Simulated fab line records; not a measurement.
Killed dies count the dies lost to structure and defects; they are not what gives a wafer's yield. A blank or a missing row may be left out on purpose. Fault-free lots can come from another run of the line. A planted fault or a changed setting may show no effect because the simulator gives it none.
The tool behind it: which one? + flow gf180mcu + 24 lots with 72 wafers sampled at 5 steps, on a route of 602 steps

## WHAT EACH GAUGE READ, for each wafer
GF_STI_THK_MEAS_04.
| lot  | measured    | on           | STI_CVD_03_THK (nm) |
|------|-------------|--------------|---------------------|
| L074 | day 1 13:34 | filmMetro-03 | 204.8 205.0 204.7   |
| L075 | day 1 19:57 | filmMetro-02 | 208.2 208.2 208.1   |
| L076 | day 1 23:34 | filmMetro-03 | 206.2 207.7 205.3   |
| L077 | day 2 04:34 | filmMetro-02 | 206.5 206.3 205.1   |
| L078 | day 2 09:41 | filmMetro-01 | 206.8 209.8 209.0   |
| L079 | day 2 15:34 | filmMetro-01 | 203.8 205.3 204.7   |
| L080 | day 2 20:34 | filmMetro-01 | 207.5 206.9 208.1   |
| L081 | day 3 00:54 | filmMetro-02 | 210.0 210.0 208.5   |
| L082 | day 3 05:43 | filmMetro-01 | 211.0 210.2 213.1   |
| L083 | day 3 10:47 | filmMetro-03 | 211.6 210.3 211.4   |
| L084 | day 3 15:34 | filmMetro-01 | 207.8 209.5 206.7   |
| L085 | day 3 20:34 | filmMetro-02 | 208.1 208.0 206.2   |
| L086 | day 4 02:29 | filmMetro-01 | 207.1 209.0 207.7   |
| L087 | day 4 06:34 | filmMetro-02 | 208.0 206.4 206.2   |
| L088 | day 4 11:55 | filmMetro-03 | 206.8 206.8 207.7   |
| L089 | day 4 16:47 | filmMetro-02 | 206.4 206.2 206.9   |
| L090 | day 4 21:35 | filmMetro-02 | 211.2 209.7 210.1   |
| L091 | day 5 02:34 | filmMetro-01 | 200.8 203.3 201.1   |
| L092 | day 5 08:32 | filmMetro-02 | 207.6 207.5 208.5   |
| L093 | day 5 14:34 | filmMetro-02 | 208.2 207.9 208.2   |
| L094 | day 5 17:34 | filmMetro-02 | 207.1 207.3 207.3   |
| L095 | day 5 22:35 | filmMetro-01 | 209.1 208.2 208.7   |
| L096 | day 6 04:20 | filmMetro-01 | 206.8 206.6 205.0   |
| L097 | day 6 08:34 | filmMetro-03 | 208.7 209.2 209.6   |

GF_HV_LDD_OVL_MEAS_20.
| lot  | measured     | on         | HV_LDD_01_OVL (nm) |
|------|--------------|------------|--------------------|
| L074 | day 10 20:02 | overlay-01 | 0.3 -0.3 0.1       |
| L075 | day 11 05:53 | overlay-02 | -2.3 -1.4 -1.7     |
| L076 | day 11 08:31 | overlay-01 | -1.0 1.3 0.2       |
| L077 | day 11 14:47 | overlay-02 | -1.0 -0.9 -0.7     |
| L078 | day 11 23:12 | overlay-01 | 2.8 1.9 2.0        |
| L079 | day 12 09:01 | overlay-01 | 0.2 1.9 1.3        |
| L080 | day 12 17:53 | overlay-01 | 1.0 0.2 -0.1       |
| L081 | day 13 00:49 | overlay-02 | 1.3 0.4 1.4        |
| L082 | day 13 07:25 | overlay-01 | -0.5 -1.2 -0.1     |
| L083 | day 13 14:40 | overlay-02 | -1.4 -1.1 -1.2     |
| L084 | day 14 02:06 | overlay-02 | 0.2 -1.2 0.3       |
| L085 | day 14 03:39 | overlay-01 | -1.7 -1.0 -1.9     |
| L086 | day 14 16:53 | overlay-02 | -0.7 -2.5 0.1      |
| L087 | day 14 19:43 | overlay-02 | 0.6 -0.2 1.1       |
| L088 | day 15 08:43 | overlay-02 | 0.0 0.3 0.4        |
| L089 | day 15 12:26 | overlay-02 | -0.5 0.3 0.7       |
| L090 | day 15 21:50 | overlay-01 | 0.3 0.8 -0.5       |
| L091 | day 16 02:37 | overlay-02 | 0.9 0.3 1.0        |
| L092 | day 16 14:16 | overlay-01 | 0.9 -0.7 -0.5      |
| L093 | day 16 18:27 | overlay-01 | -2.9 -1.8 -2.1     |
| L094 | day 17 02:34 | overlay-02 | -2.8 -2.5 -2.4     |
| L095 | day 17 09:22 | overlay-02 | 1.2 1.4 2.8        |
| L096 | day 17 16:40 | overlay-02 | 0.6 1.1 1.1        |
| L097 | day 17 23:31 | overlay-02 | 1.6 1.3 2.4        |

GF_CONTACT_BOW_MEAS_05.
| lot  | measured     | on           | CONTACT_BOW (um) |
|------|--------------|--------------|------------------|
| L074 | day 15 04:21 | filmMetro-03 | 73 68 65         |
| L075 | day 15 18:56 | filmMetro-02 | 74 63 83         |
| L076 | day 15 21:22 | filmMetro-04 | 63 70 72         |
| L077 | day 16 05:04 | filmMetro-03 | 59 51 67         |
| L078 | day 16 13:13 | filmMetro-04 | 66 60 60         |
| L079 | day 17 02:17 | filmMetro-02 | 56 56 67         |
| L080 | day 17 11:08 | filmMetro-02 | 69 50 63         |
| L081 | day 17 19:33 | filmMetro-04 | 65 64 64         |
| L082 | day 18 04:13 | filmMetro-04 | 76 71 64         |
| L083 | day 18 11:26 | filmMetro-04 | 53 64 59         |
| L084 | day 19 02:40 | filmMetro-02 | 67 67 67         |
| L085 | day 19 03:25 | filmMetro-03 | 74 64 60         |
| L086 | day 19 18:56 | filmMetro-03 | 65 66 64         |
| L087 | day 19 21:40 | filmMetro-04 | 69 66 61         |
| L088 | day 20 11:23 | filmMetro-03 | 68 77 61         |
| L089 | day 20 16:17 | filmMetro-03 | 69 66 61         |
| L090 | day 21 01:23 | filmMetro-02 | 63 56 71         |
| L091 | day 21 07:29 | filmMetro-03 | 65 65 60         |
| L092 | day 21 19:58 | filmMetro-03 | 76 64 61         |
| L093 | day 22 01:04 | filmMetro-04 | 62 58 65         |
| L094 | day 22 10:00 | filmMetro-02 | 56 57 65         |
| L095 | day 22 15:32 | filmMetro-04 | 61 62 68         |
| L096 | day 23 00:12 | filmMetro-04 | 73 67 77         |
| L097 | day 23 05:25 | filmMetro-02 | 65 56 58         |

GF_V3_CD_MEAS_14: the cd target is 260 nm.
| lot  | measured     | on       | cdNm (nm)         |
|------|--------------|----------|-------------------|
| L074 | day 22 10:49 | cdSem-01 | 261.2 260.9 260.8 |
| L075 | day 23 01:25 | cdSem-01 | 258.4 260.0 259.0 |
| L076 | day 23 06:00 | cdSem-02 | 258.8 258.7 259.2 |
| L077 | day 23 12:13 | cdSem-02 | 258.0 258.4 259.8 |
| L078 | day 23 20:29 | cdSem-02 | 259.6 261.1 259.7 |
| L079 | day 24 10:19 | cdSem-02 | 261.6 261.5 261.3 |
| L080 | day 24 17:19 | cdSem-01 | 257.9 258.9 258.4 |
| L081 | day 25 02:36 | cdSem-01 | 259.7 259.8 260.9 |
| L082 | day 25 09:40 | cdSem-02 | 258.7 259.1 258.6 |
| L083 | day 25 16:36 | cdSem-02 | 262.3 261.0 262.4 |
| L084 | day 26 06:10 | cdSem-01 | 258.0 259.0 259.2 |
| L085 | day 26 07:16 | cdSem-02 | 259.1 260.3 260.1 |
| L086 | day 26 17:33 | cdSem-02 | 261.7 261.0 261.5 |
| L087 | day 26 20:19 | cdSem-01 | 260.1 260.3 260.5 |
| L088 | day 27 10:24 | cdSem-01 | 258.6 259.7 259.1 |
| L089 | day 27 14:53 | cdSem-02 | 261.0 260.3 259.6 |
| L090 | day 27 21:11 | cdSem-01 | 258.9 260.1 259.1 |
| L091 | day 28 02:38 | cdSem-01 | 260.5 260.5 260.9 |
| L092 | day 28 12:28 | cdSem-01 | 260.3 261.7 260.7 |
| L093 | day 28 16:41 | cdSem-02 | 258.6 261.0 258.8 |
| L094 | day 28 23:06 | cdSem-01 | 260.6 261.3 261.1 |
| L095 | day 29 04:42 | cdSem-01 | 260.0 259.0 259.0 |
| L096 | day 29 10:16 | cdSem-01 | 262.0 261.4 260.2 |
| L097 | day 29 16:20 | cdSem-01 | 258.7 260.1 260.0 |

## EACH LOT AND THE TOOL THAT RAN IT (in order: tool; ch and the chambers of the sampled wafers; start)
| lot  | GF_STI_ETCH_14                 |
|------|--------------------------------|
| L074 | rieSi-02 ch 0,3, day 2 00:52   |
| L075 | rieSi-02 ch 1,2,3, day 2 08:21 |
| L076 | rieSi-01 ch 0,2, day 2 11:51   |
| L077 | rieSi-02 ch 0,2,3, day 2 16:40 |
| L078 | rieSi-02 ch 1,2, day 2 22:43   |
| L079 | rieSi-02 ch 2,3, day 3 04:16   |
| L080 | rieSi-01 ch 1,2,3, day 3 09:43 |
| L081 | rieSi-02 ch 0,1,3, day 3 13:36 |
| L082 | rieSi-02 ch 0,1,2, day 3 18:58 |
| L083 | rieSi-02 ch 0,2,3, day 3 23:46 |
| L084 | rieSi-02 ch 1,2,3, day 4 05:10 |
| L085 | rieSi-02 ch 0,1,3, day 4 10:14 |
| L086 | rieSi-01 ch 1,2, day 4 16:06   |
| L087 | rieSi-01 ch 0,2,3, day 4 20:36 |
| L088 | rieSi-01 ch 0,1, day 5 01:34   |
| L089 | rieSi-02 ch 1,2,3, day 5 06:41 |
| L090 | rieSi-01 ch 0,1, day 5 11:46   |
| L091 | rieSi-02 ch 0,1,2, day 5 17:10 |
| L092 | rieSi-01 ch 0,1,3, day 5 23:13 |
| L093 | rieSi-01 ch 2,3, day 6 04:13   |
| L094 | rieSi-02 ch 0,2, day 6 08:19   |
| L095 | rieSi-01 ch 1,3, day 6 13:31   |
| L096 | rieSi-02 ch 0,1,3, day 6 19:22 |
| L097 | rieSi-01 ch 0,1,3, day 6 23:40 |
- GF_STI_ETCH_14: etches Si in HBr/Cl2/O2, target depth 360 nm, time 102.9 s.

## AS READ BY THE TOOLS THEMSELVES (means over the sampled wafers that have a number; for cases with no such wafer, the mark the record gives instead)
GF_STI_ETCH_14.
| lot  | tool     | O2_flow_sccm (sccm) | drypumpMotorCurrentA (A) | heBacksideLeakSccm (sccm) | oesProductAu (a.u.) | throttleValvePct (%) |
|------|----------|---------------------|--------------------------|---------------------------|---------------------|----------------------|
| L074 | rieSi-02 | 6.005               | 5.8                      | 2.6                       | 1.000               | 25.658               |
| L075 | rieSi-02 | 6.001               | 5.3                      | 2.5                       | 1.002               | 25.655               |
| L076 | rieSi-01 | 6.004               | 5.7                      | 2.8                       | 0.990               | 25.662               |
| L077 | rieSi-02 | 6.006               | 5.7                      | 2.5                       | 0.997               | 25.663               |
| L078 | rieSi-02 | 6.002               | 5.2                      | 2.5                       | 0.995               | 25.654               |
| L079 | rieSi-02 | 5.986               | 5.7                      | 2.5                       | 0.995               | 25.657               |
| L080 | rieSi-01 | 5.982               | 5.7                      | 2.8                       | 1.000               | 25.658               |
| L081 | rieSi-02 | 5.992               | 5.4                      | 2.5                       | 1.003               | 25.655               |
| L082 | rieSi-02 | 5.991               | 5.6                      | 2.3                       | 0.995               | 25.658               |
| L083 | rieSi-02 | 5.981               | 5.8                      | 2.4                       | 1.007               | 25.652               |
| L084 | rieSi-02 | 6.004               | 5.3                      | 2.5                       | 1.001               | 25.655               |
| L085 | rieSi-02 | 5.993               | 5.4                      | 2.6                       | 1.000               | 25.657               |
| L086 | rieSi-01 | 6.000               | 5.4                      | 3.1                       | 0.998               | 25.660               |
| L087 | rieSi-01 | 6.004               | 5.9                      | 2.7                       | 0.995               | 25.658               |
| L088 | rieSi-01 | 5.989               | 5.7                      | 2.7                       | 1.000               | 25.655               |
| L089 | rieSi-02 | 5.999               | 5.3                      | 2.4                       | 0.995               | 25.657               |
| L090 | rieSi-01 | 6.021               | 5.5                      | 3.2                       | 1.005               | 25.643               |
| L091 | rieSi-02 | 5.995               | 5.6                      | 2.4                       | 1.000               | 25.650               |
| L092 | rieSi-01 | 6.008               | 5.8                      | 2.9                       | 1.002               | 25.667               |
| L093 | rieSi-01 | 6.007               | 5.7                      | 2.6                       | 0.999               | 25.671               |
| L094 | rieSi-02 | 6.007               | 6.0                      | 2.5                       | 1.002               | 25.657               |
| L095 | rieSi-01 | 5.974               | 5.6                      | 3.1                       | 1.010               | 25.660               |
| L096 | rieSi-02 | 6.006               | 5.4                      | 2.4                       | 0.995               | 25.657               |
| L097 | rieSi-01 | 5.994               | 5.8                      | 2.9                       | 0.997               | 25.661               |

## THE ANSWER, worked out from the rows above alone
Rule: what is usual is taken from the lots themselves. The widest of any qualifying gaps counts: lots, ordered by their means at a reading, are off when they make up no more than a third of the lots, leave a main group of 4 or more, and stand apart from it by 3 or more times the standard deviation of that group's means. A main group whose means are all the same, to the digits that the tables above print for the reading, isn't used. A lot without any number at a reading at which 4 lots or more have one is off too. All remaining lots with rows at the step are treated as sound. First the gauges in route order, then the tools' own readings, where a lot's mean is used as printed above. The first step at which some lot is off is used, and at that step the reading that is off furthest; a lot without a number counts as furthest.
Nothing can be told from this: no lot is off at any reading shown.

## WHAT HAD BEEN PUT IN BY THE SIMULATOR
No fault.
